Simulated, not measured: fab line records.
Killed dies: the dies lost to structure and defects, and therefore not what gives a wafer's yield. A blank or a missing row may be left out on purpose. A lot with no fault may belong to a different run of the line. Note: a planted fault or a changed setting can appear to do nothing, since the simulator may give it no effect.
fab line records	flow sky130
record: lots: 14	wafers: 42	last_day: 49
route steps=708 shown VT_ADJUST_LVTN@107 VT_ADJUST_HVTR@138 SONOS_ONO@177 PAD_OPEN@708
lots that met no fault: taken from a fault-free run of the same line
start_h: hours from the record's opening day to when the first of the lot's shown wafers began	wait_h: how many hours have passed since the lot's step before this one	" repeats the value in the row above	L1.1+2: several wafers, shown together as one row	- no value, or no start given	* or withheld: withheld	< > ~ a bound
route shown NAME@n: names a module that has steps shown in the file, with the first one's number in the route	usual: the fault-free wafers' mean and standard deviation	same: alike in all rows	chamber/n: place in a boat	sites: readings site by site	_std_site: the standard deviation of these	_edge_site: inner sites' mean taken away from outer sites' mean	radius_mm: how far each site lies from the wafer's centre	mask NAME#n: copy n	behind: the tool/chamber that last shaped the wafer	hold: cause of the lot's hold/its duration in hours/its outcome	device: the transistor (n, p or np) that didn't switch	end of line: tests of these same wafers at the route's end	a step without rows: its recipe alone	killed: count of dies lost to structure and defects at first sort (not the wafer's yield)	map: per-die view of a wafer (x killed, . not killed, _ where there is no die)
set.NAME: the setting as run; set.NAME@STEP: as run at that earlier step	model.NAME: the simulator's own value behind a step, which no gauge read
the route's steps for a sample of lots (tables are steps, rows are wafers)
== steps ==
step: SKY_VT_ADJUST_LVTN_TW_MEAS_10
usual: VT_ADJUST_LVTN_TW: 240.9/1.1
lot.wafer	tool	chamber	start_h	wait_h	VT_ADJUST_LVTN_TW
L592.1	film_metro-04	-	137.99	0.1	241.4
L592.4	"	-	"	"	241.8
L592.5	"	-	"	"	242.3
L593.1	film_metro-03	-	143.39	0.1	239.7
L593.4	"	-	"	"	239.7
L593.5	"	-	"	"	238.1
L594.2	film_metro-01	-	156.00	0.1	239.6
L594.5	"	-	"	"	239.7
L594.6	"	-	"	"	239.4
L595.1	film_metro-01	-	161.79	0.1	240.7
L595.2	"	-	"	"	239.5
L595.3	"	-	"	"	238.6
L596.2	film_metro-04	-	166.95	0.1	242.6
L596.5	"	-	"	"	241.8
L596.6	"	-	"	"	240.5
L597.1	film_metro-03	-	172.65	0.1	240.9
L597.3	"	-	"	"	241.1
L597.6	"	-	"	"	241.5
L598.3	film_metro-01	-	182.82	0.1	240.3
L598.5	"	-	"	"	241.8
L598.6	"	-	"	"	241.3
L599.1	film_metro-04	-	190.75	0.1	241.5
L599.2	"	-	"	"	241.1
L599.5	"	-	"	"	242.1
L600.3	film_metro-01	-	195.21	0.1	242.2
L600.4	"	-	"	"	240.5
L600.5	"	-	"	"	240.3
L601.1	film_metro-03	-	203.45	0.1	240.7
L601.4	"	-	"	"	239.1
L601.6	"	-	"	"	239.8
L604.1	film_metro-03	-	220.75	0.1	241.2
L604.4	"	-	"	"	240.7
L604.6	"	-	"	"	240.6
L605.1	film_metro-03	-	227.63	0.1	239.4
L605.4	"	-	"	"	240.2
L605.5	"	-	"	"	240.7
L610.1	film_metro-04	-	257.70	0.1	243.1
L610.4	"	-	"	"	242.2
L610.6	"	-	"	"	241.0
L612.1	film_metro-03	-	273.14	0.1	242.8
L612.2	"	-	"	"	242.5
L612.3	"	-	"	"	241.7
step: SKY_VT_ADJUST_HVTR_CD_MEAS_07
recipe: target_cd_nm: 380
usual: cd_nm: 380.4/2.7
lot.wafer	tool	chamber	start_h	wait_h	cd_nm
L592.1	cd_sem-01	-	200.16	0.1	379.5
L592.4	"	-	"	"	379.6
L592.5	"	-	"	"	380.2
L593.1	cd_sem-01	-	206.20	0.1	381.3
L593.4	"	-	"	"	381.8
L593.5	"	-	"	"	380.7
L594.2	cd_sem-01	-	219.67	0.1	380.7
L594.5	"	-	"	"	381.0
L594.6	"	-	"	"	380.2
L595.1	cd_sem-02	-	225.45	0.1	380.2
L595.2	"	-	"	"	380.4
L595.3	"	-	"	"	379.1
L596.2	cd_sem-01	-	232.43	0.1	381.7
L596.5	"	-	"	"	381.4
L596.6	"	-	"	"	383.5
L597.1	cd_sem-01	-	238.00	0.1	382.1
L597.3	"	-	"	"	383.2
L597.6	"	-	"	"	382.5
L598.3	cd_sem-02	-	250.34	0.1	383.4
L598.5	"	-	"	"	381.8
L598.6	"	-	"	"	381.3
L599.1	cd_sem-02	-	259.11	0.1	380.2
L599.2	"	-	"	"	377.7
L599.5	"	-	"	"	378.1
L600.3	cd_sem-02	-	263.09	0.1	378.7
L600.4	"	-	"	"	379.3
L600.5	"	-	"	"	381.4
L601.1	cd_sem-02	-	272.86	0.1	383.1
L601.4	"	-	"	"	382.4
L601.6	"	-	"	"	382.2
L604.1	cd_sem-01	-	292.90	0.1	373.1
L604.4	"	-	"	"	374.8
L604.6	"	-	"	"	373.5
L605.1	cd_sem-01	-	300.70	0.1	376.7
L605.4	"	-	"	"	379.5
L605.5	"	-	"	"	377.5
L610.1	cd_sem-01	-	333.10	0.1	379.1
L610.4	"	-	"	"	379.8
L610.6	"	-	"	"	379.6
L612.1	cd_sem-02	-	350.75	0.1	376.7
L612.2	"	-	"	"	378.0
L612.3	"	-	"	"	378.6
step: SKY_VT_ADJUST_HVTR_TW_MEAS_11
usual: VT_ADJUST_HVTR_TW: 212.1/2.7
lot.wafer	tool	chamber	start_h	wait_h	VT_ADJUST_HVTR_TW
L592.1	film_metro-03	-	200.59	0.1	210.1
L592.4	"	-	"	"	210.3
L592.5	"	-	"	"	209.1
L593.1	film_metro-01	-	206.61	0.1	210.6
L593.4	"	-	"	"	210.1
L593.5	"	-	"	"	211.3
L594.2	film_metro-01	-	220.07	0.1	211.8
L594.5	"	-	"	"	209.4
L594.6	"	-	"	"	211.0
L595.1	film_metro-03	-	225.86	0.1	210.2
L595.2	"	-	"	"	209.6
L595.3	"	-	"	"	208.1
L596.2	film_metro-02	-	232.83	0.1	217.0
L596.5	"	-	"	"	217.2
L596.6	"	-	"	"	216.7
L597.1	film_metro-02	-	238.41	0.1	218.1
L597.3	"	-	"	"	217.3
L597.6	"	-	"	"	218.4
L598.3	film_metro-03	-	250.73	0.1	210.4
L598.5	"	-	"	"	210.3
L598.6	"	-	"	"	210.3
L599.1	film_metro-02	-	259.52	0.1	216.5
L599.2	"	-	"	"	216.0
L599.5	"	-	"	"	215.7
L600.3	film_metro-01	-	263.47	0.1	210.2
L600.4	"	-	"	"	210.0
L600.5	"	-	"	"	210.7
L601.1	film_metro-02	-	273.27	0.1	213.9
L601.4	"	-	"	"	213.9
L601.6	"	-	"	"	215.5
L604.1	film_metro-02	-	293.30	0.1	215.3
L604.4	"	-	"	"	214.6
L604.6	"	-	"	"	216.0
L605.1	film_metro-03	-	301.10	0.1	209.7
L605.4	"	-	"	"	209.6
L605.5	"	-	"	"	209.1
L610.1	film_metro-02	-	333.50	0.1	216.0
L610.4	"	-	"	"	216.3
L610.6	"	-	"	"	215.2
L612.1	film_metro-03	-	351.16	0.1	209.4
L612.2	"	-	"	"	210.3
L612.3	"	-	"	"	209.2
step: SKY_SONOS_ONO_SOFTBAKE_09
recipe: temp_c: 90	time_s: 60	resist: NOVOLAK
usual: heater_power_total_W: 56.59/0.05	run_length_s: 89.17/0.12
lot.wafer	tool	chamber	start_h	wait_h	heater_power_total_W	run_length_s
L592.1	litho_track-04	0	266.25	0.1	56.62	89.23
L592.4	"	0	"	"	56.61	89.12
L592.5	"	0	"	"	56.62	89.15
L593.1	litho_track-03	0	272.11	0.1	56.58	89.12
L593.4	"	0	"	"	56.53	89.28
L593.5	"	0	"	"	56.60	89.15
L594.2	litho_track-01	0	285.54	0.1	56.61	89.17
L594.5	"	0	"	"	56.68	89.32
L594.6	"	0	"	"	56.68	89.20
L595.1	litho_track-03	0	293.06	0.1	56.61	88.99
L595.2	"	0	"	"	56.54	89.09
L595.3	"	0	"	"	56.62	89.06
L596.2	litho_track-03	0	300.39	0.1	56.55	89.08
L596.5	"	0	"	"	56.55	89.13
L596.6	"	0	"	"	56.61	89.22
L597.1	litho_track-01	0	306.71	0.1	56.55	89.29
L597.3	"	0	"	"	56.70	89.32
L597.6	"	0	"	"	56.67	89.21
L598.3	litho_track-03	0	320.11	0.1	56.54	89.21
L598.5	"	0	"	"	56.58	89.19
L598.6	"	0	"	"	56.63	89.11
L599.1	litho_track-01	0	331.21	0.1	56.57	89.20
L599.2	"	0	"	"	56.48	89.08
L599.5	"	0	"	"	56.58	89.33
L600.3	litho_track-01	0	334.71	0.1	56.57	89.17
L600.4	"	0	"	"	56.65	89.45
L600.5	"	0	"	"	56.62	89.09
L601.1	litho_track-03	0	344.01	0.1	56.51	89.29
L601.4	"	0	"	"	56.57	89.15
L601.6	"	0	"	"	56.64	89.09
L604.1	litho_track-03	0	364.61	0.1	56.71	89.31
L604.4	"	0	"	"	56.62	88.99
L604.6	"	0	"	"	56.58	89.20
L605.1	litho_track-03	0	372.01	0.1	56.63	89.00
L605.4	"	0	"	"	56.51	89.06
L605.5	"	0	"	"	56.59	89.43
L610.1	litho_track-03	0	410.81	0.1	61.66	75.51
L610.4	"	0	"	"	61.56	75.52
L610.6	"	0	"	"	61.52	75.82
L612.1	litho_track-03	0	432.01	0.1	61.55	75.45
L612.2	"	0	"	"	61.67	75.59
L612.3	"	0	"	"	61.62	75.81
step: SKY_PAD_OPEN_PROBE_99
usual: killed_at_M0_to_M3: 43/6.9	killed_at_M4_up: 3.2/2	killed_at_contacts: 25/5.1	killed_at_front_end: 15/4.5	killed_at_other: 0.2/0.51	killed_dies: 85/9.5	killed_on_rim: 16/3.7	killed_open: 48/6.9	killed_short: 38/6.7
same: gross_dies: 492	killed_at_back_side: 0
lot.wafer	tool	chamber	start_h	wait_h	killed_at_M0_to_M3	killed_at_M4_up	killed_at_contacts	killed_at_front_end	killed_at_other	killed_dies	killed_on_rim	killed_open	killed_short
L592.1	prober-02	-	1070.15	0.1	43	1	17	11	0	72	18	41	31
L592.4	prober-02	-	1070.30	0.2	45	1	28	22	0	96	22	47	49
L592.5	prober-02	-	1070.35	0.2	46	2	31	13	0	92	19	54	38
L593.1	prober-01	-	1075.93	0.1	51	4	25	13	0	93	19	57	36
L593.4	prober-01	-	1076.08	0.2	44	5	26	15	0	90	17	47	43
L593.5	prober-01	-	1076.13	0.2	58	3	20	14	0	95	16	57	38
L594.2	prober-02	-	1087.87	0.1	44	6	20	16	0	86	16	48	38
L594.5	prober-02	-	1088.02	0.2	38	2	24	18	0	82	14	46	36
L594.6	prober-02	-	1088.07	0.2	34	1	21	23	1	80	14	45	35
L595.1	prober-01	-	1093.95	0.1	39	6	21	7	0	73	14	41	32
L595.2	prober-01	-	1094.00	0.1	41	3	31	25	0	100	25	50	50
L595.3	prober-01	-	1094.05	0.2	31	3	31	17	0	82	15	49	33
L596.2	prober-02	-	1100.33	0.1	41	4	36	11	0	92	17	49	43
L596.5	prober-02	-	1100.48	0.2	44	4	24	10	0	82	15	50	32
L596.6	prober-02	-	1100.53	0.2	43	2	25	13	0	83	19	49	34
L597.1	prober-01	-	1101.39	0.1	45	3	28	12	0	88	15	63	25
L597.3	prober-01	-	1101.49	0.2	37	4	26	17	0	84	15	55	29
L597.6	prober-01	-	1101.64	0.2	38	1	29	21	0	89	17	50	39
L598.3	prober-02	-	1117.76	0.2	48	5	19	17	1	90	15	48	42
L598.5	prober-02	-	1117.86	0.2	38	3	30	12	0	83	12	43	40
L598.6	prober-02	-	1117.91	0.2	56	2	23	5	0	86	16	48	38
L599.1	prober-01	-	1123.01	0.1	46	1	23	15	0	85	17	49	36
L599.2	prober-01	-	1123.06	0.1	40	3	28	15	0	86	22	44	42
L599.5	prober-01	-	1123.21	0.2	27	4	17	12	0	60	17	34	26
L600.3	prober-02	-	1124.15	0.2	39	1	15	18	0	73	13	43	30
L600.4	prober-02	-	1124.20	0.2	44	3	24	14	0	85	16	46	39
L600.5	prober-02	-	1124.25	0.2	51	3	25	15	0	94	21	58	36
L601.1	prober-01	-	1129.66	0.1	41	2	21	12	0	76	13	44	32
L601.4	prober-01	-	1129.81	0.2	46	2	26	11	0	85	10	51	34
L601.6	prober-01	-	1129.91	0.2	35	1	26	12	0	74	15	40	34
L604.1	prober-02	-	1144.13	0.1	38	2	24	20	0	84	15	48	36
L604.4	prober-02	-	1144.28	0.2	39	4	29	13	0	85	20	37	48
L604.6	prober-02	-	1144.38	0.2	52	5	29	17	0	103	23	53	50
L605.1	prober-01	-	1150.01	0.1	51	5	19	24	1	100	18	58	42
L605.4	prober-01	-	1150.16	0.2	32	6	28	11	1	78	16	42	36
L605.5	prober-01	-	1150.21	0.2	35	3	21	21	1	81	12	45	36
L610.1	prober-02	-	1173.42	0.1	40	2	24	15	0	81	19	42	39
L610.4	prober-02	-	1173.57	0.2	43	3	22	9	0	77	14	38	39
L610.6	prober-02	-	1173.67	0.2	37	1	22	15	0	75	17	38	37
L612.1	prober-02	-	1183.37	0.1	44	2	28	14	0	88	13	41	47
L612.2	prober-02	-	1183.42	0.1	37	7	26	14	1	85	15	46	39
L612.3	prober-02	-	1183.47	0.2	42	4	28	19	0	93	16	59	34
killed by level:class
L592.1 VIA1:geometric_particle:open=14 LI_CONTACT:geometric_particle:open=6 METAL2:geometric_particle:short=6 VIA2:geometric_particle:open=6 CONTACT:geometric_particle:open=5 METAL1:geometric_particle:short=5 FIELD_ISO:geometric_particle:short=3 LOCAL_INTERCONNECT:geometric_particle:short=3
L592.4 CONTACT:geometric_particle:open=9 FIELD_ISO:geometric_particle:open=8 VIA1:geometric_particle:open=7 LI_CONTACT:geometric_particle:open=6 LOCAL_INTERCONNECT:geometric_particle:short=6 CONTACT:geometric_particle:short=6 VIA1:geometric_particle:short=6 VIA3:geometric_particle:open=6
L592.5 VIA1:geometric_particle:open=13 LI_CONTACT:geometric_particle:open=11 VIA3:geometric_particle:open=10 CONTACT:geometric_particle:open=6 LOCAL_INTERCONNECT:geometric_particle:short=5 VIA1:geometric_particle:short=5 METAL2:geometric_particle:short=5 CONTACT:geometric_particle:short=4
L593.1 VIA1:geometric_particle:open=12 CONTACT:geometric_particle:open=12 VIA2:geometric_particle:open=9 VIA1:geometric_particle:short=8 METAL2:geometric_particle:short=6 LI_CONTACT:geometric_particle:open=6 METAL1:geometric_particle:short=6 POLY_GATE:geometric_particle:open=4
L593.4 VIA1:geometric_particle:open=10 VIA3:geometric_particle:open=9 CONTACT:geometric_particle:open=7 CONTACT:geometric_particle:short=6 VIA3:geometric_particle:short=6 VIA1:geometric_particle:short=5 VIA2:geometric_particle:open=5 POLY_GATE:geometric_particle:open=4
L593.5 VIA1:geometric_particle:open=14 VIA3:geometric_particle:open=13 VIA2:geometric_particle:open=9 CONTACT:geometric_particle:open=7 POLY_GATE:geometric_particle:short=6 LI_CONTACT:geometric_particle:open=5 METAL1:geometric_particle:short=5 CONTACT:geometric_particle:short=4
L594.2 VIA1:geometric_particle:open=12 VIA3:geometric_particle:open=8 LI_CONTACT:geometric_particle:open=6 CONTACT:geometric_particle:short=6 VIA1:geometric_particle:short=5 VIA2:geometric_particle:open=5 FIELD_ISO:geometric_particle:open=4 POLY_GATE:geometric_particle:short=4
L594.5 CONTACT:geometric_particle:open=11 FIELD_ISO:geometric_particle:open=7 VIA1:geometric_particle:open=6 VIA2:geometric_particle:open=6 VIA3:geometric_particle:open=6 CONTACT:geometric_particle:short=5 POLY_GATE:geometric_particle:short=4 METAL1:geometric_particle:short=4
L594.6 CONTACT:geometric_particle:open=8 POLY_GATE:geometric_particle:short=7 VIA2:geometric_particle:open=7 FIELD_ISO:geometric_particle:open=6 CONTACT:geometric_particle:short=6 VIA3:geometric_particle:open=6 VIA1:geometric_particle:open=5 LI_CONTACT:geometric_particle:open=4
L595.1 VIA1:geometric_particle:open=12 CONTACT:geometric_particle:open=6 LI_CONTACT:geometric_particle:open=5 VIA2:geometric_particle:open=5 METAL4:geometric_particle:short=5 LOCAL_INTERCONNECT:geometric_particle:short=4 CONTACT:geometric_particle:short=4 METAL1:geometric_particle:short=4
L595.2 CONTACT:geometric_particle:open=12 METAL2:geometric_particle:short=9 POLY_GATE:geometric_particle:open=8 METAL1:geometric_particle:short=7 POLY_GATE:geometric_particle:short=7 VIA3:geometric_particle:open=6 VIA1:geometric_particle:open=6 FIELD_ISO:geometric_particle:short=5
L595.3 CONTACT:geometric_particle:open=13 LI_CONTACT:geometric_particle:open=8 VIA3:geometric_particle:open=8 FIELD_ISO:geometric_particle:open=5 METAL1:geometric_particle:short=5 VIA1:geometric_particle:open=5 FIELD_ISO:geometric_particle:short=4 POLY_GATE:geometric_particle:short=4
L596.2 CONTACT:geometric_particle:open=11 CONTACT:geometric_particle:short=9 VIA3:geometric_particle:open=8 VIA2:geometric_particle:open=7 LI_CONTACT:geometric_particle:open=6 METAL1:geometric_particle:short=6 FIELD_ISO:geometric_particle:open=4 LI_CONTACT:geometric_particle:short=4
L596.5 VIA1:geometric_particle:open=13 VIA3:geometric_particle:open=9 CONTACT:geometric_particle:open=8 LI_CONTACT:geometric_particle:open=6 LOCAL_INTERCONNECT:geometric_particle:short=5 METAL2:geometric_particle:short=4 VIA1:geometric_particle:short=4 VIA2:geometric_particle:open=4
L596.6 VIA1:geometric_particle:open=8 VIA3:geometric_particle:open=8 CONTACT:geometric_particle:open=7 LI_CONTACT:geometric_particle:open=6 CONTACT:geometric_particle:short=6 METAL2:geometric_particle:open=5 FIELD_ISO:geometric_particle:short=4 METAL1:geometric_particle:short=4
L597.1 VIA1:geometric_particle:open=17 LI_CONTACT:geometric_particle:open=10 CONTACT:geometric_particle:open=10 VIA2:geometric_particle:open=9 VIA3:geometric_particle:open=7 POLY_GATE:geometric_particle:short=4 LOCAL_INTERCONNECT:geometric_particle:short=4 VIA1:geometric_particle:short=4
L597.3 CONTACT:geometric_particle:open=10 VIA1:geometric_particle:open=10 VIA2:geometric_particle:open=10 POLY_GATE:geometric_particle:short=6 LI_CONTACT:geometric_particle:open=6 VIA3:geometric_particle:open=6 METAL1:geometric_particle:short=5 FIELD_ISO:geometric_particle:open=4
L597.6 CONTACT:geometric_particle:open=12 VIA1:geometric_particle:open=9 LI_CONTACT:geometric_particle:open=7 FIELD_ISO:geometric_particle:short=5 POLY_GATE:geometric_particle:open=5 LOCAL_INTERCONNECT:geometric_particle:short=5 VIA1:geometric_particle:short=5 METAL1:geometric_particle:short=4
L598.3 VIA1:geometric_particle:open=10 CONTACT:geometric_particle:open=9 FIELD_ISO:geometric_particle:short=7 VIA2:geometric_particle:open=7 LI_CONTACT:geometric_particle:open=6 METAL1:geometric_particle:short=6 VIA2:geometric_particle:short=6 POLY_GATE:geometric_particle:open=4
L598.5 CONTACT:geometric_particle:open=9 METAL2:geometric_particle:short=7 LI_CONTACT:geometric_particle:short=6 VIA1:geometric_particle:open=6 FIELD_ISO:geometric_particle:open=5 LI_CONTACT:geometric_particle:open=5 CONTACT:geometric_particle:short=5 VIA3:geometric_particle:open=5
L598.6 VIA1:geometric_particle:open=14 METAL1:geometric_particle:short=12 CONTACT:geometric_particle:open=11 VIA2:geometric_particle:open=7 VIA3:geometric_particle:open=5 METAL2:geometric_particle:short=5 LI_CONTACT:geometric_particle:short=4 VIA3:geometric_particle:short=4
L599.1 VIA1:geometric_particle:open=19 CONTACT:geometric_particle:open=7 LI_CONTACT:geometric_particle:short=6 LI_CONTACT:geometric_particle:open=6 FIELD_ISO:geometric_particle:short=5 VIA3:geometric_particle:open=5 METAL1:geometric_particle:short=3 VIA1:geometric_particle:short=3
L599.2 CONTACT:geometric_particle:open=10 VIA1:geometric_particle:open=10 FIELD_ISO:geometric_particle:short=6 LI_CONTACT:geometric_particle:open=6 METAL2:geometric_particle:short=6 CONTACT:geometric_particle:short=5 VIA3:geometric_particle:open=5 FIELD_ISO:geometric_particle:open=4
L599.5 CONTACT:geometric_particle:open=6 VIA1:geometric_particle:open=6 LI_CONTACT:geometric_particle:open=5 VIA2:geometric_particle:open=4 METAL1:geometric_particle:short=3 LI_CONTACT:geometric_particle:short=3 METAL4:geometric_particle:short=3 VIA1:geometric_particle:short=3
L600.3 VIA1:geometric_particle:open=11 FIELD_ISO:geometric_particle:open=9 METAL1:geometric_particle:short=7 CONTACT:geometric_particle:open=6 VIA3:geometric_particle:open=5 FIELD_ISO:geometric_particle:short=4 CONTACT:geometric_particle:short=4 VIA1:geometric_particle:short=4
L600.4 VIA1:geometric_particle:open=13 VIA2:geometric_particle:open=8 CONTACT:geometric_particle:open=7 POLY_GATE:geometric_particle:open=5 LI_CONTACT:geometric_particle:open=5 METAL2:geometric_particle:short=5 LOCAL_INTERCONNECT:geometric_particle:short=5 CONTACT:geometric_particle:short=4
L600.5 VIA1:geometric_particle:open=12 VIA3:geometric_particle:open=10 LI_CONTACT:geometric_particle:open=8 VIA2:geometric_particle:open=7 CONTACT:geometric_particle:open=6 CONTACT:geometric_particle:short=5 METAL2:geometric_particle:short=5 METAL1:geometric_particle:short=5
L601.1 CONTACT:geometric_particle:open=13 VIA1:geometric_particle:open=10 METAL2:geometric_particle:short=7 VIA1:geometric_particle:short=6 METAL1:geometric_particle:short=6 VIA2:geometric_particle:open=6 FIELD_ISO:geometric_particle:open=3 LI_CONTACT:geometric_particle:open=3
L601.4 VIA1:geometric_particle:open=11 CONTACT:geometric_particle:open=10 VIA3:geometric_particle:open=8 LI_CONTACT:geometric_particle:open=7 METAL2:geometric_particle:short=6 VIA2:geometric_particle:open=5 POLY_GATE:geometric_particle:short=4 VIA1:geometric_particle:short=4
L601.6 VIA1:geometric_particle:open=14 CONTACT:geometric_particle:open=9 LOCAL_INTERCONNECT:geometric_particle:short=8 CONTACT:geometric_particle:short=5 VIA1:geometric_particle:short=5 POLY_GATE:geometric_particle:open=4 FIELD_ISO:geometric_particle:open=3 VIA2:geometric_particle:open=3
L604.1 VIA1:geometric_particle:open=10 LI_CONTACT:geometric_particle:open=8 METAL1:geometric_particle:short=7 FIELD_ISO:geometric_particle:open=6 POLY_GATE:geometric_particle:open=5 CONTACT:geometric_particle:open=5 FIELD_ISO:geometric_particle:short=4 METAL2:geometric_particle:short=4
L604.4 LI_CONTACT:geometric_particle:open=11 VIA1:geometric_particle:short=10 LOCAL_INTERCONNECT:geometric_particle:short=7 METAL1:geometric_particle:short=6 CONTACT:geometric_particle:open=5 METAL2:geometric_particle:short=5 VIA2:geometric_particle:open=5 VIA3:geometric_particle:open=5
L604.6 VIA1:geometric_particle:open=10 METAL1:geometric_particle:short=9 CONTACT:geometric_particle:open=8 LI_CONTACT:geometric_particle:open=7 VIA1:geometric_particle:short=6 METAL2:geometric_particle:short=6 VIA2:geometric_particle:open=6 VIA3:geometric_particle:open=5
L605.1 VIA1:geometric_particle:open=10 CONTACT:geometric_particle:open=10 POLY_GATE:geometric_particle:short=9 VIA2:geometric_particle:open=9 VIA3:geometric_particle:open=9 VIA1:geometric_particle:short=7 METAL2:geometric_particle:short=6 LI_CONTACT:geometric_particle:open=5
L605.4 CONTACT:geometric_particle:open=13 VIA1:geometric_particle:open=10 POLY_GATE:geometric_particle:short=5 CONTACT:geometric_particle:short=5 LI_CONTACT:geometric_particle:open=5 VIA2:geometric_particle:open=5 METAL3:geometric_particle:short=4 METAL4:geometric_particle:short=4
L605.5 VIA1:geometric_particle:open=10 CONTACT:geometric_particle:open=8 VIA2:geometric_particle:open=7 CONTACT:geometric_particle:short=6 FIELD_ISO:geometric_particle:open=5 LI_CONTACT:geometric_particle:open=5 POLY_GATE:geometric_particle:short=4 METAL1:geometric_particle:short=4
L610.1 VIA1:geometric_particle:open=12 CONTACT:geometric_particle:open=7 LI_CONTACT:geometric_particle:open=6 FIELD_ISO:geometric_particle:open=5 LOCAL_INTERCONNECT:geometric_particle:short=5 VIA1:geometric_particle:short=5 VIA3:geometric_particle:short=5 METAL2:geometric_particle:short=5
L610.4 VIA1:geometric_particle:open=11 VIA3:geometric_particle:open=7 VIA2:geometric_particle:short=6 METAL1:geometric_particle:short=6 LI_CONTACT:geometric_particle:open=5 LOCAL_INTERCONNECT:geometric_particle:short=5 CONTACT:geometric_particle:short=5 CONTACT:geometric_particle:open=5
L610.6 VIA2:geometric_particle:open=9 LI_CONTACT:geometric_particle:open=7 CONTACT:geometric_particle:open=6 METAL2:geometric_particle:short=6 VIA1:geometric_particle:short=6 VIA1:geometric_particle:open=5 FIELD_ISO:geometric_particle:short=4 LI_CONTACT:geometric_particle:short=4
L612.1 VIA1:geometric_particle:open=8 CONTACT:geometric_particle:short=8 VIA1:geometric_particle:short=8 CONTACT:geometric_particle:open=7 LI_CONTACT:geometric_particle:open=6 VIA3:geometric_particle:open=6 LOCAL_INTERCONNECT:geometric_particle:short=6 METAL1:geometric_particle:short=6
L612.2 CONTACT:geometric_particle:open=10 VIA1:geometric_particle:open=9 FIELD_ISO:geometric_particle:open=6 LOCAL_INTERCONNECT:geometric_particle:short=6 METAL4:geometric_particle:short=6 VIA1:geometric_particle:short=5 VIA3:geometric_particle:open=5 LI_CONTACT:geometric_particle:open=4
L612.3 CONTACT:geometric_particle:open=16 VIA1:geometric_particle:open=9 VIA3:geometric_particle:open=6 VIA2:geometric_particle:open=6 FIELD_ISO:geometric_particle:open=5 LI_CONTACT:geometric_particle:open=5 CONTACT:geometric_particle:short=5 METAL3:geometric_particle:short=5
== key ==
first_sign: step: SKY_SONOS_ONO_SOFTBAKE_09	reading: run_length_s	direction: down	sigmas: 99+	usual: *	struck: *
effect: step: SKY_SONOS_ONO_SOFTBAKE_09	reading: heater_power_total_W	direction: up	sigmas: 99+	usual: *	struck: *
met_at SKY_SONOS_ONO_SOFTBAKE_09
struck_lots L610,L612
tester_left_out L610,L612
not_acting_at SKY_VT_ADJUST_LVTN_TW_MEAS_10,SKY_VT_ADJUST_HVTR_CD_MEAS_07,SKY_VT_ADJUST_HVTR_TW_MEAS_11
onset_between 372.01 410.81
fault: kind: process_parameter_drift	tool: litho_track-03	chamber: -	onset_h: 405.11	steps: SKY_SONOS_ONO_SOFTBAKE_09	channel: time_s	offset: *	shape: step	end_h: 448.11	acts_in: *	stated: *
tester_left_out: of these lots the tester's yield and bins aren't shown, on N5 and GAA mostly nor the transistor test; their killed dies are dies lost to structure and defects alone, not to doping, threshold or leakage, so they don't give the yield
